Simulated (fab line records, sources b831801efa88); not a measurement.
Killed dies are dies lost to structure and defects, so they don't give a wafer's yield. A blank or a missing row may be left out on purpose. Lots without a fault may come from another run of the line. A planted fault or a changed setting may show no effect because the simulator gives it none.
fab line records | flow sky130
record lots=6 wafers=18 last_day=49
route steps=708 shown VIA2@523 METAL3@532 PAD_OPEN@708
lots that met no fault: from a run of the same line without faults
start_h: hours from the record's first day to the start of the lot's first wafer shown | wait_h: hours since the lot's step before | " the same as in the row above | L1.1+2: a row that stands for several wafers | - no value, or no start given | * or withheld: withheld | < > ~ a bound
route shown NAME@n: a module of which the file shows steps, and the number in the route of the first | usual: mean/standard deviation of fault-free wafers | same: alike in all rows | chamber/n: place in a boat | sites: the reading at each site | _std_site: their standard deviation | _edge_site: outer sites' mean less inner sites' | radius_mm: how far each site lies from the wafer's centre | mask NAME#n: copy n | behind: the tool/chamber that last shaped the wafer | hold: why the lot was held/for how many hours/how that ended | device: the transistor (n, p or np) that didn't switch | end of line: the same wafers' tests at the end of the route | a step without rows: its recipe alone | killed: dies lost to structure and defects at the first sort, not the wafer's yield | map: a wafer's dies, x killed, . not, _ none there
set.NAME: the setting as run; set.NAME@STEP: as run at that earlier step | model.NAME: the simulator's own value behind a step, which no gauge read
lots at some steps of the route; a table a step, a row a wafer
services: from which hour (start_h, from the record's first day; less than 0 if before it) a tool's chamber was out of use, for how many hours, and why
## steps
# step SKY_VIA2_STRIP_16
# recipe chemistry=O2/N2 power_w=1400 pressure_mtorr=1500 platen_temp_c=withheld o2_flow_sccm=3000 n2_flow_sccm=300 overash_fraction=0.5
# step SKY_VIA2_STRIP_17
# recipe chemistry=post_etch_residue_remover time_s=1200 temp_c=72.5
# step SKY_VIA2_CLEAN_18
# recipe chemistry=IPA time_s=180 temp_c=25
# step SKY_VIA2_CLEAN_19
# recipe chemistry=O3/DIW dry=n2_spin
# step SKY_VIA2_SPUTTER_20
# recipe material=TiN target_thk_nm=20 chamber_pressure_pa=5 power_w=4000 time_s=80
# usual throttle_valve_pct=29.5/1.1
# columns lot.wafer tool chamber start_h wait_h throttle_valve_pct
L897.3 pvd_sputter-02 - 869.33 0.0 27.3
L897.4 " - " " 30.2
L897.6 " - " " 27.4
L898.2 pvd_sputter-04 - 876.79 0.0 30.7
L898.4 " - " " 28.9
L898.6 " - " " 30.6
L909.3 pvd_sputter-02 - 953.65 0.0 29.5
L909.4 " - " " 27.5
L909.6 " - " " 29.6
L910.3 pvd_sputter-02 - 956.64 0.0 29.5
L910.5 " - " " 30.4
L910.6 " - " " 29.5
L911.1 pvd_sputter-04 - 967.25 0.0 30.3
L911.2 " - " " 29.7
L911.5 " - " " 30.8
L913.2 pvd_sputter-02 - 982.87 0.0 27.3
L913.5 " - " " 28.3
L913.6 " - " " 27.4
# step SKY_VIA2_CVD_21
# recipe material=W target_thk_nm=420 time_s=126.4 temp_c=400 pressure_torr=40
# usual heater_power_w=826/44
# columns lot.wafer tool chamber start_h wait_h heater_power_w
L897.3 cvd_w-01 1 869.43 0.1 881
L897.4 " 0 " " 771
L897.6 " 0 " " 772
L898.2 cvd_w-01 0 876.85 0.0 753
L898.4 " 1 " " 864
L898.6 " 0 " " 756
L909.3 cvd_w-02 0 953.75 0.1 786
L909.4 " 1 " " 814
L909.6 " 0 " " 789
L910.3 cvd_w-01 1 956.74 0.1 893
L910.5 " 0 " " 772
L910.6 " 1 " " 874
L911.1 cvd_w-01 0 967.31 0.0 760
L911.2 " 1 " " 874
L911.5 " 0 " " 757
L913.2 cvd_w-01 0 982.93 0.0 776
L913.5 " 1 " " 895
L913.6 " 0 " " 771
# step SKY_VIA2_RS_MEAS_22
# recipe thk_meas_gauge=four-point-probe reads=W_of_VIA2_CVD_21+TiN_of_VIA2_SPUTTER_20
# usual VIA2_W_RS=0.273/0.0033
# columns lot.wafer tool chamber start_h wait_h VIA2_W_RS[ohm/sq]
L897.3 film_metro-01 - 869.56 0.1 0.267
L897.4 " - " " 0.280
L897.6 " - " " 0.275
L898.2 film_metro-04 - 877.00 0.1 0.278
L898.4 " - " " 0.267
L898.6 " - " " 0.274
L909.3 film_metro-01 - 953.88 0.1 0.271
L909.4 " - " " 0.273
L909.6 " - " " 0.271
L910.3 film_metro-02 - 956.87 0.1 0.270
L910.5 " - " " 0.274
L910.6 " - " " 0.271
L911.1 film_metro-02 - 967.44 0.1 0.273
L911.2 " - " " 0.271
L911.5 " - " " 0.275
L913.2 film_metro-02 - 983.08 0.1 0.278
L913.5 " - " " 0.275
L913.6 " - " " 0.276
# step SKY_VIA2_THK_MEAS_23
# recipe thk_meas_gauge=xrf reads=W_of_VIA2_CVD_21
# usual VIA2_W_THK=418/8.1
# columns lot.wafer tool chamber start_h wait_h VIA2_W_THK[nm]
L897.3 film_metro-01 - 869.66 0.1 420
L897.4 " - " " 401
L897.6 " - " " 410
L898.2 film_metro-04 - 877.11 0.1 412
L898.4 " - " " 431
L898.6 " - " " 420
L909.3 film_metro-01 - 953.98 0.1 420
L909.4 " - " " 415
L909.6 " - " " 421
L910.3 film_metro-02 - 956.97 0.1 425
L910.5 " - " " 417
L910.6 " - " " 423
L911.1 film_metro-02 - 967.56 0.1 411
L911.2 " - " " 415
L911.5 " - " " 405
L913.2 film_metro-02 - 983.19 0.1 403
L913.5 " - " " 408
L913.6 " - " " 404
# step SKY_VIA2_CMP_24
# recipe stop_on=SiO2 t_overpolish_s=20 down_force_psi=3.5 platen_rpm=60 target_thk_nm=0 pad_velocity_m_s=0.94248
# usual head_pressure_psi=3.500/0.0078 motor_current_A=11.0/0.86 overpolish_run_s=20.000/0.0089 slurry_flow_ml_min=150.0/0.5 time_to_endpoint_s=106/4.4
# columns lot.wafer tool chamber start_h wait_h head_pressure_psi motor_current_A overpolish_run_s slurry_flow_ml_min time_to_endpoint_s
L897.4 cmp-01 1 869.70 0.0 3.510 12.6 20.010 150.1 107
L897.3 " 2 " " 3.488 11.8 19.999 149.9 107
L897.6 " 2 " " 3.492 11.6 20.012 150.8 103
L898.2 cmp-01 0 877.26 0.1 3.503 10.8 19.997 150.3 98
L898.4 " 3 " " 3.505 10.6 19.989 149.7 101
L898.6 " 0 " " 3.498 10.8 19.998 150.3 104
L909.4 cmp-02 2 954.02 0.0 3.494 11.4 19.993 149.9 106
L909.3 " 1 " " 3.495 10.7 20.010 149.8 100
L909.6 " 3 " " 3.496 10.7 20.005 149.9 108
L910.3 cmp-02 2 957.16 0.2 3.498 11.2 20.007 149.3 106
L910.5 " 3 " " 3.506 11.6 20.002 149.5 106
L910.6 " 0 " " 3.502 9.3 19.999 150.6 109
L911.2 cmp-01 2 967.62 0.0 3.513 11.4 19.995 150.3 109
L911.1 " 3 " " 3.482 10.3 20.016 149.4 102
L911.5 " 3 " " 3.502 10.2 20.006 150.3 100
L913.2 cmp-01 2 983.39 0.2 3.495 12.2 19.998 148.8 105
L913.5 " 3 " " 3.498 10.4 19.988 149.8 100
L913.6 " 0 " " 3.516 10.3 20.012 149.7 104
# step SKY_METAL3_SPUTTER_00
# recipe material=Ti target_thk_nm=15 power_w=3000 time_s=10 chamber_pressure_pa=0.4
# step SKY_METAL3_SPUTTER_01
# recipe material=TiN target_thk_nm=20 power_w=6500 time_s=16.7 chamber_pressure_pa=0.4
# step SKY_METAL3_SPUTTER_02
# recipe material=AlCu target_thk_nm=735 power_w=10600 time_s=39.1 chamber_pressure_pa=0.4
# usual throttle_valve_pct=30.0/1.1
# columns lot.wafer tool chamber start_h wait_h throttle_valve_pct
L897.3 pvd_sputter-01 - 870.05 0.0 31.7
L897.4 " - " " 31.1
L897.6 " - " " 30.8
L898.2 pvd_sputter-03 - 877.61 0.0 29.8
L898.4 " - " " 30.3
L898.6 " - " " 30.7
L909.3 pvd_sputter-01 - 954.37 0.0 30.0
L909.4 " - " " 31.0
L909.6 " - " " 30.6
L910.3 pvd_sputter-01 - 957.36 0.0 30.0
L910.5 " - " " 31.5
L910.6 " - " " 31.0
L911.1 pvd_sputter-02 - 967.97 0.0 27.6
L911.2 " - " " 29.6
L911.5 " - " " 29.8
L913.2 pvd_sputter-03 - 983.59 0.0 30.1
L913.5 " - " " 29.8
L913.6 " - " " 30.9
# step SKY_METAL3_SPUTTER_03
# recipe material=Ti target_thk_nm=5 power_w=3000 time_s=3.3 chamber_pressure_pa=0.4
# usual throttle_valve_pct=30.0/1.1
# columns lot.wafer tool chamber start_h wait_h throttle_valve_pct model.Ti_of_METAL3_SPUTTER_03.thk_nm
L897.3 pvd_sputter-01 - 870.09 0.0 31.5 4.904
L897.4 " - " " 30.9 5.163
L897.6 " - " " 30.7 4.853
L898.2 pvd_sputter-03 - 877.65 0.0 29.5 5.1
L898.4 " - " " 30.6 5.189
L898.6 " - " " 30.7 5.018
L909.3 pvd_sputter-01 - 954.41 0.0 30.1 4.938
L909.4 " - " " 30.8 2.857
L909.6 " - " " 30.9 2.717
L910.3 pvd_sputter-01 - 957.40 0.0 30.0 5.009
L910.5 " - " " 31.4 2.759
L910.6 " - " " 31.1 2.959
L911.1 pvd_sputter-02 - 968.01 0.0 27.6 5.19
L911.2 " - " " 29.7 4.919
L911.5 " - " " 29.6 4.865
L913.2 pvd_sputter-03 - 983.63 0.0 29.7 4.999
L913.5 " - " " 29.9 4.947
L913.6 " - " " 30.9 4.832
# step SKY_METAL3_SPUTTER_04
# recipe material=TiN target_thk_nm=70 power_w=6500 time_s=58.3 chamber_pressure_pa=0.4
# usual throttle_valve_pct=30.0/1.1
# columns lot.wafer tool chamber start_h wait_h throttle_valve_pct
L897.3 pvd_sputter-01 - 870.10 0.0 31.9
L897.4 " - " " 30.9
L897.6 " - " " 31.0
L898.2 pvd_sputter-03 - 877.67 0.0 29.8
L898.4 " - " " 30.3
L898.6 " - " " 30.7
L909.3 pvd_sputter-01 - 954.43 0.0 30.1
L909.4 " - " " 31.0
L909.6 " - " " 31.0
L910.3 pvd_sputter-01 - 957.42 0.0 30.0
L910.5 " - " " 31.5
L910.6 " - " " 30.8
L911.1 pvd_sputter-02 - 968.03 0.0 27.3
L911.2 " - " " 29.5
L911.5 " - " " 29.3
L913.2 pvd_sputter-03 - 983.65 0.0 29.8
L913.5 " - " " 29.9
L913.6 " - " " 30.7
# step SKY_PAD_OPEN_PROBE_99
# usual defect_limited_yield=82.6/1.8 killed_at_M0_to_M3=43/6.5 killed_at_M4_up=3.1/1.8 killed_at_contacts=24/5.6 killed_at_front_end=15/4.2 killed_at_other=0.3/0.5 killed_dies=86/8.9 killed_open=47/6.9 killed_short=39/5.9 sort_bin_3_pad_short=0.9/0.39 sort_bin_5_function=10.4/1.6 sort_bin_6_memory=6.2/1 sort_n_pass=406/8.9 sort_yield_pct=82.6/1.8
# same gross_dies=492 killed_at_back_side=0 sort_bin_4_leakage[%]=0 sort_bin_8_speed[%]=0
# columns lot.wafer tool chamber start_h wait_h defect_limited_yield[%] killed_at_M0_to_M3 killed_at_M4_up killed_at_contacts killed_at_front_end killed_at_other killed_dies killed_open killed_short sort_bin_3_pad_short[%] sort_bin_5_function[%] sort_bin_6_memory[%] sort_n_pass sort_yield_pct[%]
L897.3 prober-02 - 1091.67 0.2 85.0 41 1 21 10 1 74 40 34 0 7.9 7.1 418 85.0
L897.4 prober-02 - 1091.72 0.2 82.3 47 5 22 13 0 87 42 45 0.4 12.2 5.1 405 82.3
L897.6 prober-02 - 1091.82 0.2 84.6 35 4 25 12 0 76 38 38 1.4 8.5 5.5 416 84.6
L898.2 prober-01 - 1097.03 0.1 81.1 50 7 24 12 0 93 50 42 0.4 11.0 7.5 399 81.1
L898.4 prober-01 - 1097.13 0.2 80.7 34 0 39 21 1 95 61 34 0.4 11.0 7.9 397 80.7
L898.6 prober-01 - 1097.23 0.2 81.5 37 2 26 26 0 91 53 38 0.8 11.6 6.1 401 81.5
L909.3 prober-01 - 1156.65 0.2 83.1 39 3 33 8 0 83 51 32 0.6 9.1 7.1 409 83.1
L909.4 prober-01 - 1156.70 0.2 81.9 50 3 23 13 0 89 51 38 0.6 10.8 6.7 403 81.9
L909.6 prober-01 - 1156.80 0.2 87.2 39 0 14 10 0 63 33 30 1.0 8.3 3.5 429 87.2
L910.3 prober-02 - 1158.07 0.2 81.9 38 3 25 23 0 89 46 43 1.0 10.8 6.3 403 81.9
L910.5 prober-02 - 1158.17 0.2 81.5 38 3 28 21 1 91 42 49 1.0 11.0 6.5 401 81.5
L910.6 prober-02 - 1158.22 0.2 82.1 38 2 23 25 0 88 48 40 0.6 10.6 6.7 404 82.1
L911.1 prober-01 - 1167.31 0.1 82.5 34 6 30 16 0 86 43 43 0.6 11.4 5.5 406 82.5
L911.2 prober-01 - 1167.36 0.1 82.9 38 6 22 18 0 84 47 37 0.8 9.6 6.7 408 82.9
L911.5 prober-01 - 1167.51 0.2 83.9 42 1 23 13 0 79 43 36 0 11.4 4.7 413 83.9
L913.2 prober-01 - 1176.58 0.1 80.3 48 5 29 15 0 97 56 41 1.0 13.0 5.7 395 80.3
L913.5 prober-01 - 1176.73 0.2 83.3 46 3 26 7 0 82 45 37 1.0 9.1 6.5 410 83.3
L913.6 prober-01 - 1176.78 0.2 81.3 46 2 27 17 0 92 43 49 0.6 11.6 6.5 400 81.3
# killed by level:class
L897.3 VIA1:geometric_particle:open=10 CONTACT:geometric_particle:short=6 VIA3:geometric_particle:open=6 LI_CONTACT:geometric_particle:open=5 CONTACT:geometric_particle:open=5 METAL1:geometric_particle:short=5 METAL2:geometric_particle:short=5 VIA2:geometric_particle:open=5
L897.4 VIA1:geometric_particle:open=10 VIA2:geometric_particle:open=8 VIA1:geometric_particle:short=7 CONTACT:geometric_particle:open=6 LOCAL_INTERCONNECT:geometric_particle:short=6 POLY_GATE:geometric_particle:short=5 METAL2:geometric_particle:short=5 LI_CONTACT:geometric_particle:open=4
L897.6 LOCAL_INTERCONNECT:geometric_particle:short=8 CONTACT:geometric_particle:open=7 VIA1:geometric_particle:open=7 VIA1:geometric_particle:short=5 POLY_GATE:geometric_particle:open=4 LI_CONTACT:geometric_particle:open=4 METAL1:geometric_particle:short=4 VIA2:geometric_particle:open=4
L898.2 VIA1:geometric_particle:open=14 CONTACT:geometric_particle:open=11 METAL2:geometric_particle:short=8 LI_CONTACT:geometric_particle:open=6 METAL4:geometric_particle:short=6 VIA1:geometric_particle:short=5 VIA2:geometric_particle:open=5 CONTACT:geometric_particle:short=4
L898.4 CONTACT:geometric_particle:open=17 LI_CONTACT:geometric_particle:open=11 VIA1:geometric_particle:open=8 VIA3:geometric_particle:open=7 POLY_GATE:geometric_particle:open=5 LOCAL_INTERCONNECT:geometric_particle:short=5 POLY_GATE:geometric_particle:short=4 LI_CONTACT:geometric_particle:short=4
L898.6 VIA1:geometric_particle:open=12 CONTACT:geometric_particle:open=8 LI_CONTACT:geometric_particle:open=6 FIELD_ISO:geometric_particle:open=5 VIA2:geometric_particle:open=5 FIELD_ISO:geometric_particle:short=4 POLY_GATE:geometric_particle:open=4 SPACER:geometric_particle:short=4
L909.3 LI_CONTACT:geometric_particle:open=16 CONTACT:geometric_particle:open=8 VIA2:geometric_particle:open=7 VIA1:geometric_particle:open=6 VIA2:geometric_particle:short=6 METAL1:geometric_particle:short=5 FIELD_ISO:geometric_particle:short=4 LI_CONTACT:geometric_particle:short=4
L909.4 VIA1:geometric_particle:open=12 VIA2:geometric_particle:open=8 LI_CONTACT:geometric_particle:open=7 LOCAL_INTERCONNECT:geometric_particle:short=6 METAL1:geometric_particle:short=6 VIA1:geometric_particle:short=5 VIA3:geometric_particle:open=5 POLY_GATE:geometric_particle:open=4
L909.6 METAL1:geometric_particle:short=9 VIA2:geometric_particle:open=5 VIA3:geometric_particle:open=5 LOCAL_INTERCONNECT:geometric_particle:short=5 VIA1:geometric_particle:open=5 POLY_GATE:geometric_particle:short=3 LI_CONTACT:geometric_particle:open=3 CONTACT:geometric_particle:open=3
L910.3 VIA1:geometric_particle:open=10 CONTACT:geometric_particle:open=8 POLY_GATE:geometric_particle:open=6 CONTACT:geometric_particle:short=6 METAL1:geometric_particle:short=6 LOCAL_INTERCONNECT:geometric_particle:short=5 VIA3:geometric_particle:open=5 FIELD_ISO:geometric_particle:open=4
L910.5 CONTACT:geometric_particle:open=14 VIA1:geometric_particle:open=8 FIELD_ISO:geometric_particle:open=7 METAL1:geometric_particle:short=7 LI_CONTACT:geometric_particle:short=5 CONTACT:geometric_particle:short=5 VIA3:geometric_particle:short=5 METAL2:geometric_particle:short=5
L910.6 CONTACT:geometric_particle:open=13 FIELD_ISO:geometric_particle:short=7 VIA1:geometric_particle:open=7 METAL2:geometric_particle:short=7 FIELD_ISO:geometric_particle:open=6 METAL1:geometric_particle:short=5 POLY_GATE:geometric_particle:short=4 LI_CONTACT:geometric_particle:open=4
L911.1 CONTACT:geometric_particle:open=11 VIA1:geometric_particle:open=9 CONTACT:geometric_particle:short=8 METAL4:geometric_particle:short=6 LI_CONTACT:geometric_particle:open=5 LOCAL_INTERCONNECT:geometric_particle:short=5 METAL2:geometric_particle:short=5 VIA3:geometric_particle:open=4
L911.2 VIA1:geometric_particle:open=9 LI_CONTACT:geometric_particle:open=8 FIELD_ISO:geometric_particle:open=6 CONTACT:geometric_particle:open=6 METAL1:geometric_particle:short=6 VIA2:geometric_particle:short=5 METAL3:geometric_particle:short=5 POLY_GATE:geometric_particle:open=4
L911.5 VIA1:geometric_particle:open=12 VIA2:geometric_particle:open=8 LI_CONTACT:geometric_particle:short=6 LI_CONTACT:geometric_particle:open=6 VIA1:geometric_particle:short=6 CONTACT:geometric_particle:open=5 METAL2:geometric_particle:short=5 POLY_GATE:geometric_particle:short=4
L913.2 LI_CONTACT:geometric_particle:open=13 VIA1:geometric_particle:open=11 VIA3:geometric_particle:open=10 CONTACT:geometric_particle:short=6 VIA2:geometric_particle:short=6 METAL2:geometric_particle:short=6 FIELD_ISO:geometric_particle:open=5 CONTACT:geometric_particle:open=5
L913.5 LI_CONTACT:geometric_particle:open=10 CONTACT:geometric_particle:open=10 VIA1:geometric_particle:open=9 VIA1:geometric_particle:short=7 VIA2:geometric_particle:open=7 METAL1:geometric_particle:short=4 METAL2:geometric_particle:short=4 VIA3:geometric_particle:short=4
L913.6 VIA1:geometric_particle:open=11 CONTACT:geometric_particle:open=10 FIELD_ISO:geometric_particle:short=6 METAL1:geometric_particle:short=6 CONTACT:geometric_particle:short=6 VIA2:geometric_particle:open=6 LOCAL_INTERCONNECT:geometric_particle:short=5 VIA3:geometric_particle:open=5
## services
# columns tool chamber start_h hours kind
pvd_sputter-01 - 863.33 0.8 repair
cvd_w-02 1 865.42 2.9 repair
cmp-02 - 875.67 2.1 repair
cvd_w-01 1 888.85 3.1 repair
cvd_w-02 - 904.00 14.0 pm
cvd_w-02 0 904.00 14.0 vent_cycle
cvd_w-02 1 904.00 14.0 vent_cycle
cmp-01 - 912.15 4.0 pm
cmp-01 - 916.15 - consumable_replace:conditioner
cmp-01 - 916.15 - consumable_replace:pad
cvd_w-02 0 918.00 - clean
cvd_w-02 1 918.00 - clean
cmp-01 - 929.78 1.9 repair
cmp-02 - 933.75 6.9 pm
cmp-01 - 941.95 0.9 repair
cmp-02 - 951.22 1.3 repair
cmp-01 - 952.18 0.5 repair
cvd_w-02 - 967.57 17.9 repair
## key
first_sign none at tools or gauges
model_effect step=SKY_METAL3_SPUTTER_03 value=Ti_of_METAL3_SPUTTER_03.thk_nm without=5.093 struck=2.823
met_at SKY_METAL3_SPUTTER_03
struck_wafers L909.4,L909.6,L910.5,L910.6
onset_between 870.09 954.41
fault kind=process_parameter_drift tool=pvd_sputter-01 chamber=- onset_h=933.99 steps=SKY_METAL3_SPUTTER_03 channel=target_thk_nm offset=-2.2702 shape=step end_h=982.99 scope=struck_wafers_only acts_in=these_recipes_only stated=5
